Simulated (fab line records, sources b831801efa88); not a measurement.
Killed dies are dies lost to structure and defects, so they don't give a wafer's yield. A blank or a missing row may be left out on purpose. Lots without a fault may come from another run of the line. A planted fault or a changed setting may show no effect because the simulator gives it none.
Chamber matching | flow gf180mcu | GF_V5_CMP_04 on cmp-01: 4 sister chambers
The step polishes SiO2. 16 wafers are shown with their chamber, then 8 later ones without.

WAFERS WITH THEIR CHAMBER
wafer  | chamber | motor_current_A (A)
L670.3 | 0       | 12.5
L670.5 | 3       | 9.2
L670.6 | 2       | 10.6
L671.2 | 0       | 11.7
L671.4 | 2       | 10.7
L671.5 | 1       | 14.4
L673.1 | 1       | 15.6
L673.2 | 3       | 9.0
L673.4 | 0       | 11.2
L674.1 | 1       | 15.3
L674.2 | 0       | 11.8
L674.4 | 3       | 8.6
L677.1 | 0       | 12.2
L677.4 | 3       | 8.7
L677.5 | 2       | 10.8
L680.2 | 0       | 12.2

SIGNATURES (means of the wafers above)
reading         | chamber 0 | chamber 1 | chamber 2 | chamber 3 | scatter within a chamber
motor_current_A | 11.933    | 15.100    | 10.700    | 8.875     | 0.418
Rule: a wafer's distance from a chamber is the root of the sum, over the readings, of the square of ((its reading less the chamber's mean) divided by the reading's scatter). The wafer belongs to the nearest chamber; if the next one is less than 2 further off, it can't be placed. The scatter: the root of (the sum of the squares of (reading less its chamber's mean) over the shown wafers, divided by (wafers less chambers)).

WAFERS WITHOUT THEIR CHAMBER
wafer  | motor_current_A (A)
L680.3 | 11.4
L680.4 | 14.6
L686.1 | 12.2
L686.4 | 14.8
L686.6 | 14.7
L688.1 | 8.9
L688.2 | 10.5
L688.5 | 11.9

WHICH CHAMBER EACH WENT THROUGH
wafer  | from the rows above     | in truth
L680.3 | can't be placed: 0 or 2 | 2
L680.4 | 1                       | 1
L686.1 | 0                       | 0
L686.4 | 1                       | 1
L686.6 | 1                       | 1
L688.1 | 3                       | 3
L688.2 | 2                       | 2
L688.5 | 0                       | 0
Placed correctly: 7 of 8. Can't be placed from these rows: 1 (the true chamber is among the candidates in 1). Placed wrongly: 0.
